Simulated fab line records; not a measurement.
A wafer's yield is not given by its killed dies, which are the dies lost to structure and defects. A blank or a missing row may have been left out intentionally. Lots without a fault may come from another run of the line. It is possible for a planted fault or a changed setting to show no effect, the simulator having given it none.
fab line records -- flow sky130
record: lots: 13, wafers: 39, lastDay: 49
route steps=708 shown VT_ADJUST_LVTN@117 POLY_GATE@231 LDD_LDN@302 LI_CONTACT@383
lots with no fault: from the same line, run without faults
startH: hours from the record's first day to the start of the lot's first wafer shown -- waitH: hours from the lot's prior step to this one -- " identical to the entry in the row above -- L1.1+2: a row that stands for several wafers -- - value missing, or start not given -- * or withheld: withheld -- < > ~ a bound
route shown NAME@n: a module of which the file shows steps, and the number in the route of the first -- usual: average and standard deviation across the fault-free wafers -- same: alike in all rows -- chamber/n: place in a boat -- sites: the reading at each site -- _std_site: their standard deviation -- _edge_site: inner sites' mean taken away from outer sites' mean -- radiusMm: for every site, how far away it sits from the centre of the wafer -- mask NAME#n: copy n -- behind: the tool/chamber that last shaped the wafer -- hold: why the lot went on hold/how many hours it stayed there/how the hold came to an end -- device: transistor that didn't switch, given as n, p or np -- end of line: the route-end tests of the same wafers -- step lacking rows: just its recipe -- killed: dies that structure and defects cost at the first sort, which is not the same as the wafer's yield -- map: the dies of a wafer, with x for killed, . for not killed, _ for no die there
set.NAME: the setting as run; set.NAME@STEP: as run at that earlier step -- model.NAME: the simulator's own value behind a step, which no gauge read
a sample of lots followed through the steps of the route, with each step as a table and each wafer as a row
services: when a tool's chamber went out of use (startH, in hours from the record's first day, below 0 if earlier), for how many hours, and the reason
== steps ==
step: SKY_VT_ADJUST_LVTN_STRIP_20
recipe: chemistry: O2/N2, powerW: 1400, pressureMtorr: 1500, platenTempC: withheld, o2FlowSccm: 3000, n2FlowSccm: 300, overashFraction: 0.5
usual: drypumpMotorCurrentA: 5.8/0.47, oesProductAu: 0.716/0.0041, stripTimeToEndpointS: 14.18/0.041
lot.wafer,tool,chamber,startH,waitH,drypumpMotorCurrentA,oesProductAu,rfHoursCounterH,stripTimeToEndpointS
L504.3,plasmaAsher-04,1,181.90,0.1,6.0,0.720,-,14.15
L504.4,plasmaAsher-04,0,181.90,0.1,5.7,0.711,-,14.18
L504.5,plasmaAsher-04,1,181.90,0.1,6.0,0.719,-,14.18
L506.4,plasmaAsher-01,1,191.50,0.1,5.6,0.721,-,14.16
L506.5,plasmaAsher-01,0,191.50,0.1,6.4,0.716,-,14.15
L506.6,plasmaAsher-01,1,191.50,0.1,5.6,0.712,-,14.15
L507.1,plasmaAsher-04,1,195.65,0.1,6.0,0.710,37,14.21
L507.2,plasmaAsher-04,0,195.65,0.1,5.7,0.711,37,14.20
L507.6,plasmaAsher-04,0,195.65,0.1,5.8,0.720,-,14.23
L508.2,plasmaAsher-03,0,198.07,0.1,4.9,0.718,8,14.14
L508.3,plasmaAsher-03,1,198.07,0.1,6.3,0.718,-,14.17
L508.4,plasmaAsher-03,0,198.07,0.1,4.9,0.711,-,14.23
L509.1,plasmaAsher-01,0,199.02,0.1,6.4,0.714,50,14.19
L509.3,plasmaAsher-01,0,199.02,0.1,6.4,0.719,-,14.16
L509.6,plasmaAsher-01,0,199.02,0.1,6.4,0.722,-,14.21
L510.2,plasmaAsher-03,0,211.65,0.1,4.9,0.718,9,14.25
L510.5,plasmaAsher-03,0,211.65,0.1,4.9,0.720,-,14.28
L510.6,plasmaAsher-03,1,211.65,0.1,6.4,0.721,-,14.21
L512.1,plasmaAsher-03,0,223.27,0.1,4.9,0.718,11,14.23
L512.5,plasmaAsher-03,1,223.27,0.1,6.3,0.715,-,14.25
L512.6,plasmaAsher-03,0,223.27,0.1,4.9,0.710,-,14.21
L513.2,plasmaAsher-01,1,229.90,0.1,5.6,0.716,54,14.15
L513.3,plasmaAsher-01,1,229.90,0.1,5.6,0.711,-,14.19
L513.5,plasmaAsher-01,0,229.90,0.1,6.4,0.723,-,14.20
L514.3,plasmaAsher-01,1,233.16,0.1,5.6,0.718,-,14.13
L514.4,plasmaAsher-01,0,233.16,0.1,6.4,0.718,-,14.13
L514.6,plasmaAsher-01,0,233.16,0.1,6.4,0.716,-,14.13
L515.1,plasmaAsher-04,0,239.25,0.1,5.7,0.715,41,14.24
L515.2,plasmaAsher-04,1,239.25,0.1,6.0,0.716,41,14.22
L515.3,plasmaAsher-04,1,239.25,0.1,6.0,0.716,-,14.22
L516.1,plasmaAsher-01,1,242.52,0.1,5.6,0.721,55,14.23
L516.4,plasmaAsher-01,1,242.52,0.1,5.6,0.718,-,14.25
L516.5,plasmaAsher-01,1,242.52,0.1,5.6,0.715,-,14.24
L517.2,plasmaAsher-04,0,248.30,0.1,5.8,0.719,43,14.18
L517.3,plasmaAsher-04,0,248.30,0.1,5.8,0.719,-,14.14
L517.4,plasmaAsher-04,1,248.30,0.1,6.0,0.716,-,14.13
L523.2,plasmaAsher-04,0,291.77,0.1,5.8,0.718,47,14.22
L523.3,plasmaAsher-04,0,291.77,0.1,5.7,0.715,-,14.25
L523.6,plasmaAsher-04,1,291.77,0.1,5.9,0.717,-,14.21
step: SKY_POLY_GATE_ETCH_17
recipe: targetDepthNm: 180, stopOn: SiO2, overEtchFrac: 0.56667, chemistry: HBr/Cl2, target: poly-Si, icpW: 400, biasW: 100, pressureMtorr: 10, HBr_flow_sccm: 150, Cl2_flow_sccm: 50, timeS: 70.5
usual: drypumpMotorCurrentA: 5.8/0.48, oesProductAu: 0.984/0.007, overEtchFrac: 0.56667/0, throttleValvePct: 33.686/0.0086
lot.wafer,tool,chamber,startH,waitH,drypumpMotorCurrentA,oesProductAu,overEtchFrac,rfHoursCounterH,throttleValvePct
L504.3,rieSi-02,3,390.87,0.0,5.9,1.005,0.56667,2,33.693
L504.4,rieSi-02,1,390.87,0.0,4.8,0.987,0.56667,0,33.677
L504.5,rieSi-02,3,390.87,0.0,5.9,0.998,0.56667,-,33.695
L506.4,rieSi-02,3,410.67,0.0,5.9,0.982,0.56667,2,33.664
L506.5,rieSi-02,3,410.67,0.0,5.9,0.997,0.56667,-,33.683
L506.6,rieSi-02,0,410.67,0.0,5.6,0.985,0.56667,-,33.682
L507.1,rieSi-01,2,413.15,0.0,6.7,0.968,0.56667,63,33.695
L507.2,rieSi-01,3,413.15,0.0,6.1,0.976,0.56667,43,33.690
L507.6,rieSi-01,1,413.15,0.0,5.6,0.977,0.56667,-,33.699
L508.2,rieSi-01,3,418.02,0.0,6.1,0.983,0.56667,43,33.694
L508.3,rieSi-01,1,418.02,0.0,5.6,0.985,0.56667,2,33.687
L508.4,rieSi-01,2,418.02,0.0,6.7,0.969,0.56667,63,33.700
L509.1,rieSi-02,0,420.17,0.0,5.6,0.986,0.56667,3,33.685
L509.3,rieSi-02,3,420.17,0.0,5.9,0.988,0.56667,2,33.697
L509.6,rieSi-02,1,420.17,0.0,4.9,0.982,0.56667,-,33.682
L510.2,rieSi-02,3,434.27,0.0,5.9,0.990,0.56667,2,33.696
L510.5,rieSi-02,0,434.27,0.0,5.6,0.991,0.56667,-,33.688
L510.6,rieSi-02,1,434.27,0.0,4.9,0.994,0.56667,-,33.693
L512.1,rieSi-01,3,453.75,0.0,6.0,0.981,0.56667,44,33.689
L512.5,rieSi-01,2,453.75,0.0,6.7,0.981,0.56667,-,33.690
L512.6,rieSi-01,1,453.75,0.0,5.6,0.977,0.56667,-,33.676
L513.2,rieSi-01,3,459.27,0.0,6.1,0.984,0.56667,44,33.686
L513.3,rieSi-01,2,459.27,0.0,6.7,0.969,0.56667,64,33.690
L513.5,rieSi-01,2,459.27,0.0,6.7,0.971,0.56667,-,33.682
L514.3,rieSi-01,0,464.36,0.0,5.9,0.989,0.56667,26,33.685
L514.4,rieSi-01,3,464.36,0.0,6.0,0.978,0.56667,-,33.681
L514.6,rieSi-01,0,464.36,0.0,5.9,0.971,0.56667,-,33.667
L515.1,rieSi-01,1,474.35,0.0,5.6,0.987,0.56667,2,33.684
L515.2,rieSi-01,0,474.35,0.0,5.9,0.974,0.56667,26,33.694
L515.3,rieSi-01,3,474.35,0.0,6.0,0.977,0.56667,44,33.690
L516.1,rieSi-02,3,476.00,0.0,5.9,0.998,0.56667,3,33.682
L516.4,rieSi-02,1,476.00,0.0,4.8,0.994,0.56667,1,33.677
L516.5,rieSi-02,1,476.00,0.0,4.8,0.995,0.56667,-,33.687
L517.2,rieSi-01,0,487.60,0.0,5.9,0.984,0.56667,27,33.687
L517.3,rieSi-01,2,487.60,0.0,6.7,0.991,0.56667,0,33.691
L517.4,rieSi-01,3,487.60,0.0,6.1,0.992,0.56667,-,33.694
L523.2,rieSi-01,0,539.32,0.0,5.9,0.998,0.12386,27,33.691
L523.3,rieSi-01,3,539.32,0.0,6.0,0.985,0.56667,44,33.694
L523.6,rieSi-01,0,539.32,0.0,5.9,0.984,0.12386,-,33.689
step: SKY_POLY_GATE_STRIP_18
recipe: chemistry: O2/N2, powerW: 1400, pressureMtorr: 1500, platenTempC: withheld, o2FlowSccm: 3000, n2FlowSccm: 300, overashFraction: 0.5
usual: drypumpMotorCurrentA: 5.6/0.6, oesProductAu: 0.361/0.005, stripTimeToEndpointS: 3.16/0.049
lot.wafer,tool,chamber,startH,waitH,drypumpMotorCurrentA,oesProductAu,rfHoursCounterH,stripTimeToEndpointS
L504.3,plasmaAsher-01,1,390.96,0.1,5.6,0.355,-,3.19
L504.4,plasmaAsher-01,0,390.96,0.1,6.4,0.357,-,3.07
L504.5,plasmaAsher-01,1,390.96,0.1,5.6,0.365,-,3.17
L506.4,plasmaAsher-02,0,410.76,0.1,4.9,0.362,-,3.21
L506.5,plasmaAsher-02,1,410.76,0.1,5.4,0.361,-,3.16
L506.6,plasmaAsher-02,0,410.76,0.1,4.9,0.362,-,3.21
L507.1,plasmaAsher-03,1,413.21,0.0,6.3,0.354,29,3.16
L507.2,plasmaAsher-03,0,413.21,0.0,4.9,0.358,29,3.11
L507.6,plasmaAsher-03,1,413.21,0.0,6.3,0.367,-,3.20
L508.2,plasmaAsher-02,0,418.08,0.0,4.9,0.351,72,3.14
L508.3,plasmaAsher-02,1,418.08,0.0,5.4,0.358,-,3.06
L508.4,plasmaAsher-02,0,418.08,0.0,4.9,0.357,-,3.19
L509.1,plasmaAsher-03,1,420.23,0.0,6.3,0.356,30,3.20
L509.3,plasmaAsher-03,0,420.23,0.0,4.9,0.356,-,3.06
L509.6,plasmaAsher-03,0,420.23,0.0,4.9,0.362,-,3.19
L510.2,plasmaAsher-01,0,434.33,0.0,6.4,0.368,74,3.23
L510.5,plasmaAsher-01,0,434.33,0.0,6.4,0.361,-,3.23
L510.6,plasmaAsher-01,1,434.33,0.0,5.6,0.358,-,3.12
L512.1,plasmaAsher-02,1,453.81,0.0,5.4,0.365,2,3.22
L512.5,plasmaAsher-02,1,453.81,0.0,5.4,0.352,-,3.14
L512.6,plasmaAsher-02,0,453.81,0.0,4.9,0.358,-,3.16
L513.2,plasmaAsher-03,0,459.33,0.0,4.9,0.362,34,3.12
L513.3,plasmaAsher-03,0,459.33,0.0,4.9,0.364,-,3.25
L513.5,plasmaAsher-03,0,459.33,0.0,4.9,0.365,-,3.22
L514.3,plasmaAsher-03,1,464.45,0.1,6.3,0.361,-,3.14
L514.4,plasmaAsher-03,0,464.45,0.1,4.9,0.360,-,3.18
L514.6,plasmaAsher-03,0,464.45,0.1,4.9,0.360,-,3.13
L515.1,plasmaAsher-02,0,474.41,0.0,4.9,0.360,4,3.17
L515.2,plasmaAsher-02,1,474.41,0.0,5.4,0.365,4,3.13
L515.3,plasmaAsher-02,1,474.41,0.0,5.4,0.359,-,3.18
L516.1,plasmaAsher-01,1,476.06,0.0,5.6,0.361,78,3.13
L516.4,plasmaAsher-01,1,476.06,0.0,5.6,0.353,-,3.10
L516.5,plasmaAsher-01,1,476.06,0.0,5.6,0.356,-,3.09
L517.2,plasmaAsher-03,1,487.66,0.0,6.4,0.361,37,3.20
L517.3,plasmaAsher-03,1,487.66,0.0,6.3,0.370,-,3.18
L517.4,plasmaAsher-03,0,487.66,0.0,4.9,0.359,-,3.12
L523.2,plasmaAsher-01,1,539.38,0.0,5.6,0.377,84,3.44
L523.3,plasmaAsher-01,0,539.38,0.0,6.4,0.352,-,3.21
L523.6,plasmaAsher-01,0,539.38,0.0,6.4,0.370,-,3.46
step: SKY_LDD_LDN_TW_MEAS_13
usual: LDD_LDN_TW: 1485/9.5
lot.wafer,tool,chamber,startH,waitH,LDD_LDN_TW
L504.3,filmMetro-03,-,547.86,0.1,1481
L504.4,filmMetro-03,-,547.86,0.1,1487
L504.5,filmMetro-03,-,547.86,0.1,1490
L506.4,filmMetro-01,-,568.34,0.1,1489
L506.5,filmMetro-01,-,568.34,0.1,1490
L506.6,filmMetro-01,-,568.34,0.1,1488
L507.1,filmMetro-03,-,569.84,0.1,1485
L507.2,filmMetro-03,-,569.84,0.1,1487
L507.6,filmMetro-03,-,569.84,0.1,1476
L508.2,filmMetro-01,-,576.50,0.1,1504
L508.3,filmMetro-01,-,576.50,0.1,1500
L508.4,filmMetro-01,-,576.50,0.1,1500
L509.1,filmMetro-01,-,578.40,0.1,1494
L509.3,filmMetro-01,-,578.40,0.1,1501
L509.6,filmMetro-01,-,578.40,0.1,1502
L510.2,filmMetro-03,-,590.60,0.1,1488
L510.5,filmMetro-03,-,590.60,0.1,1482
L510.6,filmMetro-03,-,590.60,0.1,1481
L512.1,filmMetro-04,-,608.80,0.1,1485
L512.5,filmMetro-04,-,608.80,0.1,1486
L512.6,filmMetro-04,-,608.80,0.1,1485
L513.2,filmMetro-01,-,615.37,0.1,1506
L513.3,filmMetro-01,-,615.37,0.1,1506
L513.5,filmMetro-01,-,615.37,0.1,1509
L514.3,filmMetro-03,-,620.17,0.1,1483
L514.4,filmMetro-03,-,620.17,0.1,1487
L514.6,filmMetro-03,-,620.17,0.1,1483
L515.1,filmMetro-04,-,627.10,0.1,1470
L515.2,filmMetro-04,-,627.10,0.1,1468
L515.3,filmMetro-04,-,627.10,0.1,1473
L516.1,filmMetro-03,-,628.65,0.1,1483
L516.4,filmMetro-03,-,628.65,0.1,1481
L516.5,filmMetro-03,-,628.65,0.1,1486
L517.2,filmMetro-01,-,641.50,0.1,1497
L517.3,filmMetro-01,-,641.50,0.1,1498
L517.4,filmMetro-01,-,641.50,0.1,1498
L523.2,filmMetro-03,-,689.25,0.1,1477
L523.3,filmMetro-03,-,689.25,0.1,1476
L523.6,filmMetro-03,-,689.25,0.1,1476
step: SKY_LI_CONTACT_CVD_21
recipe: material: W, targetThkNm: 400, timeS: 120.56, tempC: 400, pressureTorr: 40
usual: heaterPowerW: 883/86
lot.wafer,tool,chamber,startH,waitH,heaterPowerW,sinceWetCleanH
L504.3,cvdW-01,1,696.42,0.1,775,-
L504.4,cvdW-01,0,696.42,0.1,966,-
L504.5,cvdW-01,1,696.42,0.1,750,-
L506.4,cvdW-02,0,716.19,0.1,914,-
L506.5,cvdW-02,1,716.19,0.1,802,-
L506.6,cvdW-02,0,716.19,0.1,933,-
L507.1,cvdW-01,0,717.31,0.0,963,313
L507.2,cvdW-01,1,717.31,0.0,782,313
L507.6,cvdW-01,0,717.31,0.0,960,-
L508.2,cvdW-02,0,722.52,0.0,940,819
L508.3,cvdW-02,0,722.52,0.0,926,-
L508.4,cvdW-02,1,722.52,0.0,830,-
L509.1,cvdW-02,1,724.67,0.0,809,821
L509.3,cvdW-02,0,724.67,0.0,932,-
L509.6,cvdW-02,0,724.67,0.0,936,-
L510.2,cvdW-01,1,735.29,0.0,774,331
L510.5,cvdW-01,1,735.29,0.0,767,-
L510.6,cvdW-01,0,735.29,0.0,973,-
L512.1,cvdW-02,1,753.97,0.0,805,850
L512.5,cvdW-02,1,753.97,0.0,809,-
L512.6,cvdW-02,0,753.97,0.0,954,-
L513.2,cvdW-01,0,759.01,0.1,979,-
L513.3,cvdW-01,0,759.01,0.1,971,-
L513.5,cvdW-01,0,759.01,0.1,962,-
L514.3,cvdW-02,1,763.51,0.1,812,-
L514.4,cvdW-02,0,763.51,0.1,941,-
L514.6,cvdW-02,1,763.51,0.1,814,-
L515.1,cvdW-01,0,769.67,0.0,957,366
L515.2,cvdW-01,0,769.67,0.0,994,-
L515.3,cvdW-01,0,769.67,0.0,957,-
L516.1,cvdW-02,0,772.17,0.0,939,868
L516.4,cvdW-02,0,772.17,0.0,920,-
L516.5,cvdW-02,0,772.17,0.0,940,-
L517.2,cvdW-02,1,791.72,0.0,817,888
L517.3,cvdW-02,1,791.72,0.0,820,-
L517.4,cvdW-02,0,791.72,0.0,929,-
L523.3,cvdW-01,0,829.49,0.1,998,-
== services ==
tool,chamber,startH,hours,kind
rieSi-01,1,187.87,5.0,repair
rieSi-01,1,193.82,23.9,repair
cvdW-02,-,205.19,2.9,repair
cvdW-02,-,286.62,0.9,repair
plasmaAsher-03,-,290.08,3.9,repair
rieSi-01,1,300.79,5.0,repair
rieSi-01,0,315.63,6.2,repair
cvdW-01,-,386.56,3.3,repair
cvdW-01,-,390.00,14.0,pm
rieSi-01,0,412.37,3.3,repair
rieSi-01,1,437.72,11.8,repair
rieSi-01,0,440.12,13.9,repair
cvdW-01,-,477.56,1.6,repair
rieSi-01,1,485.50,7.6,repair
cvdW-02,-,533.86,2.8,pm
rieSi-01,-,575.74,0.1,repair
plasmaAsher-03,-,585.74,2.3,repair
cvdW-01,-,599.89,2.6,repair
plasmaAsher-03,-,631.27,15.2,pm
cvdW-02,1,632.87,16.4,repair
cvdW-02,0,643.88,7.2,repair
plasmaAsher-01,-,733.75,9.0,pm
plasmaAsher-03,-,799.25,2.8,pm
cvdW-02,-,822.32,14.0,repair
== key ==
firstSign: step: SKY_POLY_GATE_ETCH_17, reading: overEtchFrac, direction: down, sigmas: 99+, usual: 0.56667, struck: 0.12386
effect: step: SKY_POLY_GATE_STRIP_18, reading: stripTimeToEndpointS, direction: up, sigmas: 5.9, usual: *, struck: *
metAt SKY_POLY_GATE_ETCH_17
struckLots L523
struckWafers L523.2,L523.6
laterRowsLeftOut L523.2,L523.6
sortLeftOut L523.2,L523.6
testerLeftOut L523
notActingAt SKY_VT_ADJUST_LVTN_STRIP_20,SKY_LDD_LDN_TW_MEAS_13,SKY_LI_CONTACT_CVD_21
onsetBetween 487.60 539.32
fault: kind: processParameterDrift, tool: rieSi-01, chamber: 0, onsetH: 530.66, steps: SKY_POLY_GATE_ETCH_17, channel: overEtchFrac, offset: -0.44281, shape: step, endH: 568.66, stated: 0.56667
testerLeftOut: of these lots the tester's yield and bins aren't shown, on N5 and GAA mostly nor the transistor test; their killed dies are dies lost to structure and defects alone, not to doping, threshold or leakage, so they don't give the yield
sortLeftOut: the simulated sort isn't trusted on such a fault, so these wafers' sort isn't shown, and their yield isn't known
laterRowsLeftOut: the simulator's readings of these wafers behind a module that went badly wrong aren't trusted and aren't shown, but for the sort
